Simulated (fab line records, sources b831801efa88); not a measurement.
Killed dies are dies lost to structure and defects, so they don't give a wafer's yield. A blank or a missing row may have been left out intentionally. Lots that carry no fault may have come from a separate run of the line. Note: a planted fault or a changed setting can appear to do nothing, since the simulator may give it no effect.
fab line records | flow sky130
[record] lots = 12 | wafers = 36 | last_day = 50
route steps=708 shown METAL4@630 VIA4@650 PAD_OPEN@708
lots that met no fault: taken from a fault-free run of the same line
start_h: hours from the record's opening day to when the first of the lot's shown wafers began | wait_h: how many hours have passed since the lot's step before this one | " repeats the value in the row above | L1.1+2: a single row standing in for several wafers | - no value, or no start given | * or withheld: withheld | < > ~ a bound
route shown NAME@n: names a module that has steps shown in the file, with the first one's number in the route | usual: mean/standard deviation of fault-free wafers | same: alike in all rows | chamber/n: place in a boat | sites: the reading at each site | _std_site: the standard deviation of these | _edge_site: mean of outer sites minus mean of inner sites | radius_mm: how far each site lies from the wafer's centre | mask NAME#n: copy n | behind: the last tool/chamber to shape the wafer | hold: what put the lot on hold/how long, in hours/how the hold closed | device: which transistor (n, p or np) failed to switch | end of line: tests of these same wafers at the route's end | a step with no rows: only its recipe | killed: the dies lost at the first sort to structure and to defects; this is not the yield of the wafer | map: per-die view of a wafer (x killed, . not killed, _ where there is no die)
set.NAME: the setting the step ran with; set.NAME@STEP: the setting that earlier step ran with | model.NAME: the simulator's own value behind a step, which no gauge read
one table for each step of the route and one row for each wafer, over a sample of lots
services: when a tool's chamber went out of use (start_h, in hours from the record's first day, below 0 if earlier), for how many hours, and the reason
[[steps]]
[step SKY_METAL4_OVL_MEAS_14]
[usual] METAL4_OVL = -1/6.3
lot.wafer | tool       | chamber | start_h | wait_h | METAL4_OVL[nm]
L700.2    | overlay-01 | -       | 979.61  | 0.1    | -6
L700.4    | "          | -       | "       | "      | -4
L700.5    | "          | -       | "       | "      | -5
L702.1    | overlay-02 | -       | 997.77  | 0.1    | -8
L702.2    | "          | -       | "       | "      | -7
L702.5    | "          | -       | "       | "      | -7
L703.1    | overlay-02 | -       | 999.50  | 0.1    | -2
L703.3    | "          | -       | "       | "      | -2
L703.4    | "          | -       | "       | "      | -2
L704.1    | overlay-01 | -       | 1008.32 | 0.1    | -2
L704.3    | "          | -       | "       | "      | -2
L704.6    | "          | -       | "       | "      | 2
L709.1    | overlay-02 | -       | 1048.67 | 0.1    | -6
L709.4    | "          | -       | "       | "      | 3
L709.5    | "          | -       | "       | "      | -4
L710.2    | overlay-02 | -       | 1055.11 | 0.1    | -2
L710.3    | "          | -       | "       | "      | -5
L710.5    | "          | -       | "       | "      | -3
L711.1    | overlay-02 | -       | 1066.85 | 0.1    | -6
L711.2    | "          | -       | "       | "      | -10
L711.3    | "          | -       | "       | "      | -8
L713.2    | overlay-02 | -       | 1072.51 | 0.1    | 5
L713.4    | "          | -       | "       | "      | 12
L713.5    | "          | -       | "       | "      | 19
L716.2    | overlay-02 | -       | 1088.06 | 0.1    | 2
L716.5    | "          | -       | "       | "      | 2
L716.6    | "          | -       | "       | "      | 1
L717.2    | overlay-02 | -       | 1101.91 | 0.1    | 0
L717.4    | "          | -       | "       | "      | 9
L717.6    | "          | -       | "       | "      | 7
L718.1    | overlay-02 | -       | 1102.10 | 0.1    | 8
L718.4    | "          | -       | "       | "      | 18
L718.5    | "          | -       | "       | "      | 9
L723.1    | overlay-01 | -       | 1129.65 | 0.1    | -5
L723.3    | "          | -       | "       | "      | -3
L723.4    | "          | -       | "       | "      | -1
[step SKY_METAL4_DESCUM_15]
[recipe] chemistry = O2 | source_power_w = 150 | bias_power_w = 0 | pressure_mtorr = 10 | temp_c = 40 | time_s = 8
[usual] drypump_motor_current_A = 5.6/0.49 | oes_product_au = 0.999/0.01 | rf_fwd_power_W = 147.4/0.77
lot.wafer | tool         | chamber | start_h | wait_h | drypump_motor_current_A | oes_product_au | rf_fwd_power_W | rf_hours_counter_h
L700.2    | rie_metal-01 | 0       | 979.64  | 0.0    | 5.8                     | 0.998          | 146.7          | 14
L700.4    | "            | 0       | "       | "      | 5.8                     | 1.000          | 147.1          | -
L700.5    | "            | 1       | "       | "      | 4.8                     | 0.992          | 147.0          | -
L702.1    | rie_metal-01 | 0       | 997.80  | 0.0    | 5.8                     | 0.994          | 147.4          | 14
L702.2    | "            | 1       | "       | "      | 4.9                     | 0.980          | 146.4          | 13
L702.5    | "            | 0       | "       | "      | 5.8                     | 1.005          | 147.2          | -
L703.1    | rie_metal-01 | 0       | 999.54  | 0.0    | 5.8                     | 0.999          | 146.0          | 14
L703.3    | "            | 0       | "       | "      | 5.8                     | 1.004          | 147.2          | -
L703.4    | "            | 1       | "       | "      | 4.8                     | 0.982          | 147.7          | -
L704.1    | rie_metal-01 | 1       | 1008.35 | 0.0    | 4.8                     | 0.987          | 147.2          | 14
L704.3    | "            | 1       | "       | "      | 4.8                     | 0.987          | 147.6          | -
L704.6    | "            | 0       | "       | "      | 5.8                     | 1.005          | 147.4          | -
L709.1    | rie_metal-04 | 0       | 1048.70 | 0.0    | 6.2                     | 0.990          | 147.8          | 21
L709.4    | "            | 0       | "       | "      | 6.2                     | 0.989          | 148.0          | -
L709.5    | "            | 0       | "       | "      | 6.2                     | 0.984          | 147.9          | -
L710.2    | rie_metal-01 | 1       | 1055.14 | 0.0    | 4.8                     | 0.991          | 146.9          | 17
L710.3    | "            | 1       | "       | "      | 4.8                     | 0.996          | 147.5          | -
L710.5    | "            | 1       | "       | "      | 4.8                     | 1.003          | 147.2          | -
L711.1    | rie_metal-01 | 0       | 1066.89 | 0.0    | 5.8                     | 1.001          | 147.6          | 19
L711.2    | "            | 1       | "       | "      | 4.8                     | 0.990          | 146.8          | 17
L711.3    | "            | 0       | "       | "      | 5.8                     | 0.997          | 148.3          | -
L713.2    | rie_metal-02 | 1       | 1072.54 | 0.0    | 5.3                     | 1.015          | 148.1          | 3
L713.4    | "            | 1       | "       | "      | 5.3                     | 1.019          | 148.3          | -
L713.5    | "            | 0       | "       | "      | 6.1                     | 1.002          | 146.0          | -
L716.2    | rie_metal-04 | 1       | 1088.10 | 0.0    | 5.4                     | 1.013          | 147.7          | -
L716.5    | "            | 1       | "       | "      | 5.4                     | 1.006          | 149.3          | -
L716.6    | "            | 1       | "       | "      | 5.4                     | 1.017          | 148.4          | -
L717.2    | rie_metal-01 | 1       | 1101.94 | 0.0    | 4.8                     | 0.981          | 147.2          | 20
L717.4    | "            | 0       | "       | "      | 5.8                     | 0.996          | 147.8          | -
L717.6    | "            | 1       | "       | "      | 4.8                     | 0.985          | 147.8          | -
L718.1    | rie_metal-02 | 1       | 1102.14 | 0.0    | 5.3                     | 1.015          | 147.6          | 5
L718.4    | "            | 0       | "       | "      | 6.2                     | 0.991          | 146.2          | -
L718.5    | "            | 1       | "       | "      | 5.3                     | 1.006          | 148.4          | -
L723.1    | rie_metal-01 | 0       | 1129.69 | 0.0    | 5.8                     | 1.009          | 146.8          | 23
L723.3    | "            | 1       | "       | "      | 4.8                     | 0.996          | 147.8          | -
L723.4    | "            | 0       | "       | "      | 5.8                     | 1.002          | 147.5          | -
[step SKY_VIA4_OVL_MEAS_11]
[usual] VIA4_OVL = -0.7/1.3
lot.wafer | tool       | chamber | start_h | wait_h | VIA4_OVL[nm]
L700.2    | overlay-02 | -       | 1005.00 | 0.1    | 2.0
L700.4    | "          | -       | "       | "      | 1.1
L700.5    | "          | -       | "       | "      | 1.0
L702.1    | overlay-01 | -       | 1022.74 | 0.1    | -0.7
L702.2    | "          | -       | "       | "      | -1.0
L702.5    | "          | -       | "       | "      | -1.3
L703.1    | overlay-01 | -       | 1024.54 | 0.1    | -1.8
L703.3    | "          | -       | "       | "      | -1.3
L703.4    | "          | -       | "       | "      | -1.3
L704.1    | overlay-02 | -       | 1031.94 | 0.1    | -0.3
L704.3    | "          | -       | "       | "      | -0.5
L704.6    | "          | -       | "       | "      | -1.6
L709.1    | overlay-02 | -       | 1071.95 | 0.1    | -0.1
L709.4    | "          | -       | "       | "      | -1.5
L709.5    | "          | -       | "       | "      | -0.5
L710.2    | overlay-02 | -       | 1078.00 | 0.1    | 0.8
L710.3    | "          | -       | "       | "      | 0.4
L710.5    | "          | -       | "       | "      | 1.1
L711.1    | overlay-01 | -       | 1089.65 | 0.1    | -1.0
L711.2    | "          | -       | "       | "      | 0.0
L711.3    | "          | -       | "       | "      | -0.5
L713.2    | overlay-02 | -       | 1095.24 | 0.1    | -0.6
L713.4    | "          | -       | "       | "      | 0.0
L713.5    | "          | -       | "       | "      | -1.8
L716.2    | overlay-01 | -       | 1109.24 | 0.1    | -0.9
L716.5    | "          | -       | "       | "      | 0.6
L716.6    | "          | -       | "       | "      | -1.0
L717.2    | overlay-01 | -       | 1122.80 | 0.1    | -2.6
L717.4    | "          | -       | "       | "      | -1.4
L717.6    | "          | -       | "       | "      | -0.3
L718.1    | overlay-02 | -       | 1123.44 | 0.1    | -1.2
L718.4    | "          | -       | "       | "      | 0.6
L718.5    | "          | -       | "       | "      | -1.1
L723.1    | overlay-02 | -       | 1149.45 | 0.1    | -2.0
L723.3    | "          | -       | "       | "      | -1.5
L723.4    | "          | -       | "       | "      | -3.3
[step SKY_VIA4_STRIP_13]
[recipe] chemistry = O2/N2 | power_w = 1400 | pressure_mtorr = 1500 | platen_temp_c = withheld | o2_flow_sccm = 3000 | n2_flow_sccm = 300 | overash_fraction = 0.5
[usual] chamber_pressure_mTorr = 1499.7/1.4 | drypump_motor_current_A = 5.9/0.38 | n2_flow_sccm = 300.0/0.91 | oes_product_au = 0.709/0.0041 | strip_time_to_endpoint_s = 12.80/0.031
lot.wafer | tool            | chamber | start_h | wait_h | chamber_pressure_mTorr | drypump_motor_current_A | n2_flow_sccm | oes_product_au | rf_hours_counter_h | strip_time_to_endpoint_s
L700.2    | plasma_asher-02 | 0       | 1005.10 | -      | 1501.1                 | 6.6                     | 300.0        | 0.712          | 56                 | 12.79
L700.4    | "               | 0       | "       | "      | 1498.7                 | 6.6                     | 299.7        | 0.711          | -                  | 12.78
L700.5    | "               | 1       | "       | "      | 1499.5                 | 6.1                     | 300.6        | 0.706          | -                  | 12.79
L702.1    | plasma_asher-02 | 1       | 1022.85 | -      | 1498.7                 | 6.1                     | 300.0        | 0.710          | 58                 | 12.78
L702.2    | "               | 0       | "       | "      | 1499.4                 | 6.6                     | 299.3        | 0.712          | 58                 | 12.77
L702.5    | "               | 0       | "       | "      | 1499.9                 | 6.6                     | 299.8        | 0.715          | -                  | 12.74
L703.1    | plasma_asher-01 | 1       | 1024.65 | -      | 1499.1                 | 5.7                     | 300.1        | 0.716          | 26                 | 12.79
L703.3    | "               | 0       | "       | "      | 1498.8                 | 5.8                     | 299.9        | 0.710          | -                  | 12.80
L703.4    | "               | 1       | "       | "      | 1500.8                 | 5.6                     | 299.6        | 0.720          | -                  | 12.80
L704.1    | plasma_asher-02 | 1       | 1032.05 | -      | 1498.8                 | 6.1                     | 299.6        | 0.702          | 59                 | 12.83
L704.3    | "               | 1       | "       | "      | 1499.5                 | 6.1                     | 298.7        | 0.706          | -                  | 12.77
L704.6    | "               | 1       | "       | "      | 1499.2                 | 6.1                     | 299.0        | 0.713          | -                  | 12.78
L709.1    | plasma_asher-03 | 1       | 1072.05 | -      | 1500.2                 | 5.5                     | 300.0        | 0.713          | 96                 | 12.82
L709.4    | "               | 0       | "       | "      | 1499.8                 | 5.6                     | 298.5        | 0.706          | -                  | 12.79
L709.5    | "               | 0       | "       | "      | 1501.4                 | 5.6                     | 299.4        | 0.701          | -                  | 12.81
L710.2    | plasma_asher-01 | 1       | 1078.10 | -      | 1500.1                 | 5.6                     | 300.8        | 0.711          | 32                 | 12.86
L710.3    | "               | 1       | "       | "      | 1497.7                 | 5.6                     | 300.9        | 0.704          | -                  | 12.82
L710.5    | "               | 1       | "       | "      | 1502.9                 | 5.6                     | 300.0        | 0.706          | -                  | 12.76
L711.1    | plasma_asher-03 | 1       | 1089.75 | -      | 1497.3                 | 5.5                     | 300.7        | 0.708          | 98                 | 12.80
L711.2    | "               | 0       | "       | "      | 1501.7                 | 5.6                     | 301.4        | 0.712          | 98                 | 12.77
L711.3    | "               | 1       | "       | "      | 1499.6                 | 5.5                     | 298.8        | 0.708          | -                  | 12.82
L713.2    | plasma_asher-01 | 1       | 1095.34 | -      | 1497.8                 | 5.6                     | 301.3        | 0.710          | 33                 | 12.79
L713.4    | "               | 1       | "       | "      | 1501.4                 | 5.6                     | 299.2        | 0.705          | -                  | 12.82
L713.5    | "               | 1       | "       | "      | 1498.7                 | 5.6                     | 300.1        | 0.712          | -                  | 12.84
L716.2    | plasma_asher-02 | 0       | 1109.34 | -      | -                      | -                       | -            | -              | -                  | -
L716.5    | "               | 1       | "       | "      | -                      | -                       | -            | -              | -                  | -
L716.6    | "               | 0       | "       | "      | -                      | -                       | -            | -              | -                  | -
L717.2    | plasma_asher-02 | 0       | 1122.90 | -      | -                      | -                       | -            | -              | -                  | -
L717.4    | "               | 0       | "       | "      | -                      | -                       | -            | -              | -                  | -
L717.6    | "               | 0       | "       | "      | -                      | -                       | -            | -              | -                  | -
L718.1    | plasma_asher-01 | 1       | 1123.55 | -      | -                      | -                       | -            | -              | -                  | -
L718.4    | "               | 1       | "       | "      | -                      | -                       | -            | -              | -                  | -
L718.5    | "               | 1       | "       | "      | -                      | -                       | -            | -              | -                  | -
L723.1    | plasma_asher-02 | 1       | 1149.55 | -      | 1499.7                 | 6.1                     | 299.9        | 0.705          | 70                 | 12.82
L723.3    | "               | 0       | "       | "      | 1500.6                 | 6.6                     | 298.1        | 0.712          | -                  | 12.79
L723.4    | "               | 1       | "       | "      | 1499.1                 | 6.1                     | 299.8        | 0.714          | -                  | 12.84
[step SKY_PAD_OPEN_PROBE_99]
[usual] defect_limited_yield = 82.9/2 | killed_at_M0_to_M3 = 42/7.6 | killed_at_M4_up = 2.9/1.7 | killed_at_contacts = 24/5.1 | killed_at_front_end = 15/4 | killed_at_other = 0.2/0.38 | killed_dies = 84/9.9 | killed_on_rim = 16/4 | killed_open = 46/7.2 | killed_short = 38/6.6 | sort_bin_3_pad_short = 0.9/0.38 | sort_bin_5_function = 10.2/1.5 | sort_bin_6_memory = 6.0/1 | sort_n_pass = 408/9.9 | sort_yield_pct = 82.9/2
[same] gross_dies = 492 | killed_at_back_side = 0 | sort_bin_4_leakage[%] = 0 | sort_bin_8_speed[%] = 0
lot.wafer | tool      | chamber | start_h | wait_h | defect_limited_yield[%] | killed_at_M0_to_M3 | killed_at_M4_up | killed_at_contacts | killed_at_front_end | killed_at_other | killed_dies | killed_on_rim | killed_open | killed_short | sort_bin_3_pad_short[%] | sort_bin_5_function[%] | sort_bin_6_memory[%] | sort_n_pass | sort_yield_pct[%]
L702.1    | prober-02 | -       | 1091.66 | 0.1    | 83.5                    | 40                 | 1               | 25                 | 15                  | 0               | 81          | 10            | 43          | 38           | 0.6                     | 7.9                    | 7.9                  | 411         | 83.5
L702.2    | prober-02 | -       | 1091.71 | 0.1    | 81.1                    | 44                 | 3               | 27                 | 19                  | 0               | 93          | 18            | 46          | 47           | 1.0                     | 12.0                   | 5.9                  | 399         | 81.1
L702.5    | prober-02 | -       | 1091.86 | 0.2    | 81.9                    | 45                 | 4               | 19                 | 21                  | 0               | 89          | 21            | 45          | 44           | 0.4                     | 11.8                   | 5.9                  | 403         | 81.9
L703.1    | prober-01 | -       | 1095.14 | 0.1    | 81.5                    | 48                 | 0               | 30                 | 13                  | 0               | 91          | 15            | 58          | 33           | 1.0                     | 11.8                   | 5.7                  | 401         | 81.5
L703.3    | prober-01 | -       | 1095.24 | 0.2    | 86.2                    | 27                 | 1               | 22                 | 17                  | 1               | 68          | 12            | 36          | 32           | 1.2                     | 9.6                    | 3.0                  | 424         | 86.2
L703.4    | prober-01 | -       | 1095.29 | 0.2    | 83.1                    | 39                 | 3               | 21                 | 20                  | 0               | 83          | 22            | 39          | 44           | 0.6                     | 11.6                   | 4.7                  | 409         | 83.1
L704.1    | prober-02 | -       | 1101.99 | 0.1    | 82.7                    | 37                 | 5               | 30                 | 13                  | 0               | 85          | 11            | 47          | 38           | 0.6                     | 10.8                   | 5.9                  | 407         | 82.7
L704.3    | prober-02 | -       | 1102.09 | 0.2    | 83.5                    | 30                 | 2               | 32                 | 17                  | 0               | 81          | 10            | 47          | 34           | 0.8                     | 9.3                    | 6.3                  | 411         | 83.5
L704.6    | prober-02 | -       | 1102.24 | 0.2    | 83.7                    | 32                 | 0               | 24                 | 23                  | 1               | 80          | 16            | 41          | 39           | 0.8                     | 9.6                    | 5.9                  | 412         | 83.7
L710.2    | prober-02 | -       | 1141.96 | 0.1    | 79.1                    | 50                 | 3               | 37                 | 13                  | 0               | 103         | 18            | 58          | 45           | 0.8                     | 13.0                   | 7.1                  | 389         | 79.1
L710.3    | prober-02 | -       | 1142.01 | 0.2    | 86.8                    | 30                 | 1               | 24                 | 10                  | 0               | 65          | 14            | 40          | 25           | 0.8                     | 6.5                    | 5.9                  | 427         | 86.8
L710.5    | prober-02 | -       | 1142.11 | 0.2    | 81.9                    | 50                 | 4               | 23                 | 12                  | 0               | 89          | 17            | 60          | 29           | 1.4                     | 11.2                   | 5.5                  | 403         | 81.9
L711.1    | prober-01 | -       | 1153.26 | 0.1    | 82.9                    | 40                 | 1               | 32                 | 11                  | 0               | 84          | 21            | 45          | 39           | 1.4                     | 10.0                   | 5.7                  | 408         | 82.9
L711.2    | prober-01 | -       | 1153.31 | 0.1    | 82.5                    | 44                 | 4               | 23                 | 14                  | 1               | 86          | 11            | 46          | 40           | 0.6                     | 10.6                   | 6.3                  | 406         | 82.5
L711.3    | prober-01 | -       | 1153.36 | 0.2    | 82.1                    | 37                 | 2               | 31                 | 18                  | 0               | 88          | 13            | 48          | 40           | 1.4                     | 9.3                    | 7.1                  | 404         | 82.1
L716.2    | prober-02 | -       | 1169.50 | 0.1    | 0.4                     | 9                  | 473             | 5                  | 3                   | 0               | 490         | 95            | 8           | 10           | 21.1                    | 75.2                   | 3.3                  | 2           | 0.4
L716.5    | prober-02 | -       | 1169.65 | 0.2    | 0.2                     | 8                  | 474             | 7                  | 2                   | 0               | 491         | 95            | 9           | 8            | 25.6                    | 72.2                   | 2.0                  | 1           | 0.2
L716.6    | prober-02 | -       | 1169.70 | 0.2    | 0.4                     | 4                  | 481             | 4                  | 1                   | 0               | 490         | 94            | 8           | 2            | 22.0                    | 74.4                   | 3.3                  | 2           | 0.4
L717.2    | prober-01 | -       | 1181.35 | 0.1    | 0.2                     | 10                 | 471             | 8                  | 2                   | 0               | 491         | 96            | 7           | 13           | 23.4                    | 73.4                   | 3.0                  | 1           | 0.2
L717.4    | prober-01 | -       | 1181.45 | 0.2    | 0                       | 4                  | 482             | 3                  | 3                   | 0               | 492         | 96            | 6           | 5            | 26.0                    | 70.5                   | 3.5                  | 0           | 0
L717.6    | prober-01 | -       | 1181.55 | 0.2    | 0.2                     | 3                  | 482             | 5                  | 1                   | 0               | 491         | 95            | 7           | 2            | 27.0                    | 70.3                   | 2.4                  | 1           | 0.2
L718.1    | prober-02 | -       | 1182.30 | 0.1    | 0.6                     | 13                 | 469             | 4                  | 3                   | 0               | 489         | 96            | 11          | 11           | 22.0                    | 73.8                   | 3.7                  | 3           | 0.6
L718.4    | prober-02 | -       | 1182.45 | 0.2    | 0.4                     | 5                  | 474             | 4                  | 7                   | 0               | 490         | 96            | 10          | 7            | 25.2                    | 72.8                   | 1.6                  | 2           | 0.4
L718.5    | prober-02 | -       | 1182.50 | 0.2    | 0.4                     | 12                 | 473             | 3                  | 2                   | 0               | 490         | 96            | 15          | 3            | 27.2                    | 68.9                   | 3.5                  | 2           | 0.4
L723.1    | prober-01 | -       | 1203.86 | 0.1    | 82.5                    | 49                 | 2               | 27                 | 7                   | 1               | 86          | 19            | 60          | 26           | 0.4                     | 9.3                    | 7.7                  | 406         | 82.5
L723.3    | prober-01 | -       | 1203.96 | 0.2    | 82.5                    | 43                 | 3               | 29                 | 11                  | 0               | 86          | 15            | 50          | 36           | 1.6                     | 7.7                    | 8.1                  | 406         | 82.5
L723.4    | prober-01 | -       | 1204.01 | 0.2    | 82.7                    | 36                 | 3               | 30                 | 16                  | 0               | 85          | 12            | 52          | 33           | 0.6                     | 11.8                   | 4.9                  | 407         | 82.7
// killed by level:class
L702.1 LI_CONTACT:geometric_particle:open=11 VIA1:geometric_particle:open=7 VIA1:geometric_particle:short=6 POLY_GATE:geometric_particle:short=5 VIA2:geometric_particle:open=5 METAL3:geometric_particle:short=5 LOCAL_INTERCONNECT:geometric_particle:short=4 VIA2:geometric_particle:short=4
L702.2 VIA3:geometric_particle:open=11 FIELD_ISO:geometric_particle:short=8 LOCAL_INTERCONNECT:geometric_particle:short=7 VIA1:geometric_particle:open=7 LI_CONTACT:geometric_particle:open=6 CONTACT:geometric_particle:short=5 CONTACT:geometric_particle:open=5 VIA1:geometric_particle:short=5
L702.5 METAL1:geometric_particle:short=9 LI_CONTACT:geometric_particle:open=8 VIA1:geometric_particle:open=8 FIELD_ISO:geometric_particle:short=7 VIA2:geometric_particle:short=6 FIELD_ISO:geometric_particle:open=4 CONTACT:geometric_particle:open=4 LOCAL_INTERCONNECT:geometric_particle:short=4
L703.1 CONTACT:geometric_particle:open=19 VIA1:geometric_particle:short=11 VIA2:geometric_particle:open=9 VIA1:geometric_particle:open=7 FIELD_ISO:geometric_particle:open=6 METAL2:geometric_particle:short=6 LI_CONTACT:geometric_particle:open=5 CONTACT:geometric_particle:short=4
L703.3 LI_CONTACT:geometric_particle:open=8 CONTACT:geometric_particle:open=8 FIELD_ISO:geometric_particle:short=5 FIELD_ISO:geometric_particle:open=5 METAL1:geometric_particle:short=5 METAL2:geometric_particle:short=5 POLY_GATE:geometric_particle:open=4 VIA3:geometric_particle:open=4
L703.4 LI_CONTACT:geometric_particle:open=9 VIA1:geometric_particle:open=8 POLY_GATE:geometric_particle:short=6 METAL2:geometric_particle:short=6 VIA2:geometric_particle:open=5 METAL1:geometric_particle:short=5 POLY_GATE:geometric_particle:open=4 CONTACT:geometric_particle:open=4
L704.1 LI_CONTACT:geometric_particle:open=12 CONTACT:geometric_particle:open=8 VIA1:geometric_particle:short=7 VIA2:geometric_particle:open=6 VIA1:geometric_particle:open=5 VIA3:geometric_particle:open=5 FIELD_ISO:geometric_particle:open=4 POLY_GATE:geometric_particle:short=4
L704.3 CONTACT:geometric_particle:open=20 METAL2:geometric_particle:short=7 LI_CONTACT:geometric_particle:open=5 FIELD_ISO:geometric_particle:open=4 FIELD_ISO:geometric_particle:short=4 POLY_GATE:geometric_particle:short=4 CONTACT:geometric_particle:short=4 VIA1:geometric_particle:open=4
L704.6 CONTACT:geometric_particle:open=8 VIA3:geometric_particle:open=7 FIELD_ISO:geometric_particle:short=6 POLY_GATE:geometric_particle:short=5 POLY_GATE:geometric_particle:open=5 LI_CONTACT:geometric_particle:short=5 FIELD_ISO:geometric_particle:open=4 CONTACT:geometric_particle:short=4
L710.2 CONTACT:geometric_particle:open=18 VIA2:geometric_particle:open=10 LI_CONTACT:geometric_particle:open=8 VIA1:geometric_particle:open=8 VIA1:geometric_particle:short=8 METAL2:geometric_particle:short=7 METAL1:geometric_particle:short=6 LI_CONTACT:geometric_particle:short=4
L710.3 CONTACT:geometric_particle:open=9 VIA1:geometric_particle:open=8 LI_CONTACT:geometric_particle:open=5 VIA3:geometric_particle:open=5 POLY_GATE:geometric_particle:short=4 CONTACT:geometric_particle:short=4 LOCAL_INTERCONNECT:geometric_particle:short=3 METAL1:geometric_particle:short=3
L710.5 VIA1:geometric_particle:open=13 CONTACT:geometric_particle:open=9 VIA2:geometric_particle:open=8 VIA3:geometric_particle:open=8 POLY_GATE:geometric_particle:open=6 LI_CONTACT:geometric_particle:open=5 CONTACT:geometric_particle:short=5 METAL1:geometric_particle:short=5
L711.1 VIA1:geometric_particle:open=12 CONTACT:geometric_particle:open=12 LOCAL_INTERCONNECT:geometric_particle:short=6 CONTACT:geometric_particle:short=6 METAL2:geometric_particle:short=6 LI_CONTACT:geometric_particle:open=5 VIA3:geometric_particle:open=4 VIA1:geometric_particle:short=4
L711.2 VIA2:geometric_particle:open=10 METAL2:geometric_particle:short=9 VIA1:geometric_particle:open=7 CONTACT:geometric_particle:open=6 METAL3:geometric_particle:short=5 FIELD_ISO:geometric_particle:short=4 LI_CONTACT:geometric_particle:short=4 LOCAL_INTERCONNECT:geometric_particle:short=4
L711.3 LI_CONTACT:geometric_particle:open=12 VIA1:geometric_particle:open=8 CONTACT:geometric_particle:open=6 CONTACT:geometric_particle:short=6 VIA3:geometric_particle:open=6 VIA3:geometric_particle:short=6 METAL2:geometric_particle:short=5 FIELD_ISO:geometric_particle:open=4
L716.2 VIA4:plasma_strip_residue=472 METAL3:geometric_particle:short=3 CONTACT:geometric_particle:open=2 VIA1:geometric_particle:open=2 VIA2:geometric_particle:open=2 SONOS_ONO:geometric_particle:short=1 VIA1:geometric_particle:short=1 POLY_GATE:geometric_particle:short=1
L716.5 VIA4:plasma_strip_residue=474 VIA1:geometric_particle:open=3 LI_CONTACT:geometric_particle:open=2 CONTACT:geometric_particle:open=2 METAL2:geometric_particle:short=2 POLY_GATE:geometric_particle:open=1 POLY_GATE:geometric_particle:short=1 LI_CONTACT:geometric_particle:short=1
L716.6 VIA4:plasma_strip_residue=480 LI_CONTACT:geometric_particle:open=3 POLY_GATE:geometric_particle:short=1 CONTACT:geometric_particle:open=1 METAL1:geometric_particle:open=1 VIA1:geometric_particle:open=1 VIA2:geometric_particle:open=1 VIA3:geometric_particle:open=1
L717.2 VIA4:plasma_strip_residue=471 CONTACT:geometric_particle:short=4 VIA1:geometric_particle:open=3 CONTACT:geometric_particle:open=2 METAL1:geometric_particle:short=2 VIA1:geometric_particle:short=2 METAL3:geometric_particle:short=1 FIELD_ISO:geometric_particle:short=1
L717.4 VIA4:plasma_strip_residue=481 LI_CONTACT:geometric_particle:open=2 METAL3:geometric_particle:short=2 FIELD_ISO:geometric_particle:short=1 FIELD_ISO:geometric_particle:open=1 POLY_GATE:geometric_particle:open=1 METAL2:geometric_particle:short=1 CONTACT:geometric_particle:open=1
L717.6 VIA4:plasma_strip_residue=482 CONTACT:geometric_particle:open=3 POLY_CUT:geometric_particle:open=1 LI_CONTACT:geometric_particle:open=1 LOCAL_INTERCONNECT:geometric_particle:short=1 VIA1:geometric_particle:open=1 METAL2:geometric_particle:short=1 VIA2:geometric_particle:open=1
L718.1 VIA4:plasma_strip_residue=467 VIA1:geometric_particle:open=3 POLY_GATE:geometric_particle:short=2 CONTACT:geometric_particle:open=2 VIA1:geometric_particle:short=2 METAL3:geometric_particle:short=2 VIA3:geometric_particle:open=2 POLY_GATE:geometric_particle:open=1
L718.4 VIA4:plasma_strip_residue=473 VIA3:geometric_particle:open=3 FIELD_ISO:geometric_particle:short=2 CONTACT:geometric_particle:open=2 SONOS_ONO:geometric_particle:open=1 SONOS_ONO:geometric_particle:short=1 POLY_GATE:geometric_particle:short=1 POLY_CUT:geometric_particle:open=1
L718.5 VIA4:plasma_strip_residue=472 VIA3:geometric_particle:open=6 VIA1:geometric_particle:open=2 POLY_GATE:geometric_particle:open=1 POLY_CUT:geometric_particle:open=1 LI_CONTACT:geometric_particle:open=1 LI_CONTACT:geometric_particle:short=1 CONTACT:geometric_particle:open=1
L723.1 VIA2:geometric_particle:open=15 LI_CONTACT:geometric_particle:open=11 CONTACT:geometric_particle:open=10 VIA1:geometric_particle:open=10 LOCAL_INTERCONNECT:geometric_particle:short=4 VIA1:geometric_particle:short=4 VIA3:geometric_particle:open=4 METAL1:geometric_particle:short=3
L723.3 VIA1:geometric_particle:open=10 CONTACT:geometric_particle:open=10 LI_CONTACT:geometric_particle:open=8 POLY_GATE:geometric_particle:open=5 VIA2:geometric_particle:open=5 VIA3:geometric_particle:open=5 METAL2:geometric_particle:short=5 CONTACT:geometric_particle:short=4
L723.4 LI_CONTACT:geometric_particle:open=11 CONTACT:geometric_particle:open=10 VIA3:geometric_particle:open=7 POLY_GATE:geometric_particle:open=6 VIA2:geometric_particle:open=6 METAL1:geometric_particle:short=5 VIA1:geometric_particle:open=5 FIELD_ISO:geometric_particle:short=4
[[services]]
tool            | chamber | start_h | hours | kind
rie_metal-02    | -       | 958.58  | 1.2   | repair
rie_metal-02    | 0       | 997.52  | 10.0  | repair
plasma_asher-03 | -       | 1009.94 | 2.8   | pm
rie_metal-02    | 1       | 1010.15 | -     | clean
rie_metal-02    | 1       | 1010.15 | 16.4  | scheduled_down
rie_metal-02    | 1       | 1010.15 | 16.4  | vent_cycle
rie_metal-01    | 0       | 1061.78 | 1.9   | repair
plasma_asher-01 | -       | 1064.87 | 1.6   | repair
rie_metal-04    | 0       | 1079.92 | -     | clean
rie_metal-04    | 0       | 1079.92 | 22.1  | scheduled_down
rie_metal-04    | 0       | 1079.92 | 22.1  | vent_cycle
plasma_asher-02 | -       | 1095.07 | 1.7   | repair
plasma_asher-02 | -       | 1101.59 | 6.3   | repair
plasma_asher-03 | -       | 1110.73 | 1.4   | repair
plasma_asher-01 | -       | 1112.17 | 6.4   | repair
[[key]]
[first_sign] step = SKY_VIA4_STRIP_13 | reading = tool_record | direction = missing
[effect] step = SKY_PAD_OPEN_PROBE_99 | reading = killed_at_M4_up | direction = up | sigmas = 99+ | usual = 2.9 | struck = 475.4
met_at SKY_VIA4_STRIP_13
struck_lots L716,L717,L718
later_rows_left_out L716.2,L716.5,L716.6,L717.2,L717.4,L717.6,L718.1,L718.4,L718.5
not_acting_at SKY_METAL4_OVL_MEAS_14,SKY_METAL4_DESCUM_15,SKY_VIA4_OVL_MEAS_11
onset_between 1095.34 1109.34
[fault] kind = skipped_step_whole | tool = plasma_asher-01,plasma_asher-02 | chamber = - | onset_h = 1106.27 | steps = SKY_VIA4_STRIP_13 | scope = struck_lots_only
// later_rows_left_out: the simulator's readings of these wafers behind a module that went badly wrong aren't trusted and aren't shown, but for the sort
